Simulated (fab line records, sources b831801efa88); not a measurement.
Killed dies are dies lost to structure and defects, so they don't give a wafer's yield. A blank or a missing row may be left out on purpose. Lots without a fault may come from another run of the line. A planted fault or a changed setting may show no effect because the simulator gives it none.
Which tool did it? | flow sky130 | 11 lots, 30 wafers sampled, at 7 steps of a route of 708

WHAT THE GAUGES READ, wafer by wafer
SKY_LOCAL_INTERCONNECT_CD_MEAS_11: target cd 170 nm.
lot  | measured     | on        | cd_nm (nm)
L349 | day 30 06:51 | cd_sem-01 | 169.6 169.5 168.5
L350 | day 30 15:10 | cd_sem-01 | 166.4 167.3 168.7
L358 | day 33 04:30 | cd_sem-01 | 169.6 168.4
L359 | day 33 15:42 | cd_sem-01 | 169.9 168.6
L360 | day 34 00:05 | cd_sem-01 | 168.2 167.7
L362 | day 34 14:16 | cd_sem-02 | 171.5 170.4 169.6
L364 | day 35 01:50 | cd_sem-01 | 167.1 167.7 167.2
L365 | day 35 14:11 | cd_sem-02 | 172.5 172.3 170.2
L367 | day 36 04:28 | cd_sem-02 | 169.5 170.8 169.8
L369 | day 36 15:38 | cd_sem-02 | 172.4 170.9 171.3
L372 | day 37 08:25 | cd_sem-02 | 168.7 168.3 166.6

SKY_METAL1_OVL_MEAS_16.
lot  | measured     | on         | METAL1_OVL (nm)
L349 | day 32 16:43 | overlay-01 | -1 3 -5
L350 | day 33 01:48 | overlay-01 | 12 1 11
L358 | day 35 12:22 | overlay-02 | 1 4
L359 | day 35 23:04 | overlay-02 | -6 -1
L360 | day 36 08:58 | overlay-02 | 9 6
L362 | day 36 22:45 | overlay-02 | -3 -4 0
L364 | day 37 10:31 | overlay-01 | -5 -4 0
L365 | day 37 21:25 | overlay-02 | 3 -7 3
L367 | day 38 10:36 | overlay-01 | -4 1 4
L369 | day 38 21:46 | overlay-01 | -7 -5 1
L372 | day 39 13:39 | overlay-01 | 0 -1 -7

SKY_METAL2_RS_MEAS_05: measures by four-point-probe.
lot  | measured     | on            | METAL2_ALCU_RS (ohm/sq)
L349 | day 33 23:10 | film_metro-01 | 0.1271 0.1273 0.1279
L350 | day 34 07:21 | film_metro-03 | 0.1279 0.1274 0.1278
L358 | day 36 17:34 | film_metro-03 | 0.1550 0.1272
L359 | day 37 04:56 | film_metro-01 | 0.1571 0.1284
L360 | day 37 14:04 | film_metro-02 | 0.1537 0.1267
L362 | day 38 03:10 | film_metro-03 | 0.1297 0.1293 0.1294
L364 | day 38 15:02 | film_metro-01 | 0.1275 0.1263 0.1268
L365 | day 39 01:29 | film_metro-03 | 0.1272 0.1282 0.1284
L367 | day 39 13:44 | film_metro-03 | 0.1262 0.1267 0.1265
L369 | day 40 01:46 | film_metro-02 | 0.1268 0.1275 0.1262
L372 | day 40 16:57 | film_metro-01 | 0.1287 0.1271 0.1276

SKY_METAL2_THK_MEAS_06: measures by xrf.
lot  | measured     | on            | METAL2_ALCU_THK (nm)
L349 | day 33 23:17 | film_metro-01 | 251.8 251.4 250.6
L350 | day 34 07:28 | film_metro-03 | 254.3 253.2 250.2
L358 | day 36 17:41 | film_metro-03 | 206.8 248.8
L359 | day 37 05:04 | film_metro-01 | 206.3 248.6
L360 | day 37 14:11 | film_metro-02 | 207.1 248.9
L362 | day 38 03:16 | film_metro-03 | 246.4 246.4 247.0
L364 | day 38 15:10 | film_metro-01 | 251.8 253.7 253.0
L365 | day 39 01:35 | film_metro-03 | 249.8 248.5 248.1
L367 | day 39 13:51 | film_metro-03 | 252.5 255.0 251.0
L369 | day 40 01:53 | film_metro-02 | 250.6 248.0 250.1
L372 | day 40 17:04 | film_metro-01 | 249.5 253.7 250.9

SKY_VIA2_THK_MEAS_01.
lot  | measured     | on            | VIA2_HDPCVD_THK (nm)
L349 | day 35 02:20 | film_metro-01 | 1187 1178 1188
L350 | day 35 10:19 | film_metro-02 | 1202 1199 1200
L358 | day 37 20:34 | film_metro-02 | 1186 1187
L359 | day 38 07:37 | film_metro-02 | 1182 1183
L360 | day 38 16:05 | film_metro-04 | 1190 1191
L362 | day 39 05:46 | film_metro-04 | 1182 1174 1174
L364 | day 39 16:47 | film_metro-04 | 1190 1185 1181
L365 | day 40 03:10 | film_metro-02 | 1168 1170 1169
L367 | day 40 15:25 | film_metro-01 | 1177 1182 1194
L369 | day 41 03:19 | film_metro-04 | 1192 1194 1192
L372 | day 41 16:45 | film_metro-01 | 1209 1200 1197

WHICH TOOL RAN EACH LOT (tool, then ch and the chambers of the sampled wafers, then the start)
lot  | SKY_METAL2_SPUTTER_02        | SKY_METAL2_METAL_ETCH_19
L349 | pvd_sputter-02, day 33 23:05 | rie_metal-01 ch 1, day 35 01:00
L350 | pvd_sputter-01, day 34 07:14 | rie_metal-01 ch 1, day 35 09:25
L358 | pvd_sputter-01, day 36 17:28 | rie_metal-02 ch 0, day 37 19:41
L359 | pvd_sputter-01, day 37 04:51 | rie_metal-03 ch 0,1, day 38 06:44
L360 | pvd_sputter-01, day 37 13:59 | rie_metal-02 ch 0,1, day 38 15:16
L362 | pvd_sputter-04, day 38 03:03 | rie_metal-02 ch 0,1, day 39 04:56
L364 | pvd_sputter-04, day 38 14:56 | rie_metal-01 ch 0,1, day 39 15:54
L365 | pvd_sputter-02, day 39 01:21 | rie_metal-01 ch 0,1, day 40 02:22
L367 | pvd_sputter-04, day 39 13:38 | rie_metal-03 ch 0,1, day 40 14:16
L369 | pvd_sputter-04, day 40 01:40 | rie_metal-02 ch 0,1, day 41 02:29
L372 | pvd_sputter-01, day 40 16:51 | rie_metal-01 ch 0,1, day 41 15:56
- SKY_METAL2_SPUTTER_02: material AlCu, target thk 250 nm, time 13.3 s.
- SKY_METAL2_METAL_ETCH_19: etches the open film in Cl2/BCl3, stops on SiO2, target depth 360 nm, time 78 s.

WHAT THE TOOLS THEMSELVES READ (means of the sampled wafers that have a number; where no wafer has one, the mark that the record gives instead)
SKY_METAL2_SPUTTER_02.
lot  | tool           | cathode_dc_power_W (W) | throttle_valve_pct (%)
L349 | pvd_sputter-02 | 10602                  | 30.0
L350 | pvd_sputter-01 | 10600                  | 29.3
L358 | pvd_sputter-01 | 10600                  | 29.1
L359 | pvd_sputter-01 | 10598                  | 29.4
L360 | pvd_sputter-01 | 10598                  | 29.6
L362 | pvd_sputter-04 | 10603                  | 30.3
L364 | pvd_sputter-04 | 10599                  | 30.0
L365 | pvd_sputter-02 | 10600                  | 30.6
L367 | pvd_sputter-04 | 10601                  | 28.5
L369 | pvd_sputter-04 | 10598                  | 30.4
L372 | pvd_sputter-01 | 10601                  | 29.5

SKY_METAL2_METAL_ETCH_19.
lot  | tool         | drypump_motor_current_A (A) | oes_product_au (a.u.) | throttle_valve_pct (%)
L349 | rie_metal-01 | 5.7                         | 0.855                 | 22.266
L350 | rie_metal-01 | 5.8                         | 0.849                 | 22.267
L358 | rie_metal-02 | 5.8                         | 0.837                 | 22.253
L359 | rie_metal-03 | 6.0                         | 0.832                 | 22.255
L360 | rie_metal-02 | 5.5                         | 0.833                 | 22.282
L362 | rie_metal-02 | 5.4                         | 0.848                 | 22.268
L364 | rie_metal-01 | 5.4                         | 0.857                 | 22.263
L365 | rie_metal-01 | 5.4                         | 0.852                 | 22.257
L367 | rie_metal-03 | 6.0                         | 0.853                 | 22.268
L369 | rie_metal-02 | 5.6                         | 0.847                 | 22.269
L372 | rie_metal-01 | 5.4                         | 0.850                 | 22.268

THE ANSWER, worked out from the rows above alone
Rule: what is usual is taken from the lots themselves. Put in order of their means at a reading, lots are off if they are a third of the lots or fewer, leave a main group of 4 or more, and stand apart from it by a gap of 3 or more times the standard deviation of the main group's means; of several such gaps the widest counts. A main group whose means are all the same, to the digits that the tables above print for the reading, isn't used. A lot without any number at a reading at which 4 lots or more have one is off too. The other lots that the step has rows for count as sound. The gauges are gone through in route order, then the tools' own readings, and for those a lot's mean is taken as printed above. The first step at which some lot is off is used, and at that step the reading that is off furthest; a lot without a number counts as furthest.
Off: L358, L359, L360, at SKY_METAL2_RS_MEAS_05 (METAL2_ALCU_RS). The main group: mean 0.1276 ohm/sq, standard deviation 0.00087.
A tool fits if, at a process step before that reading, it ran every lot that is off, and no sound lot after the first of them. The gauges at SKY_METAL2_RS_MEAS_05 aren't tried: what is off there is off at SKY_METAL2_METAL_ETCH_19 too, on other tools, and a gauge's error can't cause that. None of those tried fits.

WHAT THE SIMULATOR HAD PUT IN
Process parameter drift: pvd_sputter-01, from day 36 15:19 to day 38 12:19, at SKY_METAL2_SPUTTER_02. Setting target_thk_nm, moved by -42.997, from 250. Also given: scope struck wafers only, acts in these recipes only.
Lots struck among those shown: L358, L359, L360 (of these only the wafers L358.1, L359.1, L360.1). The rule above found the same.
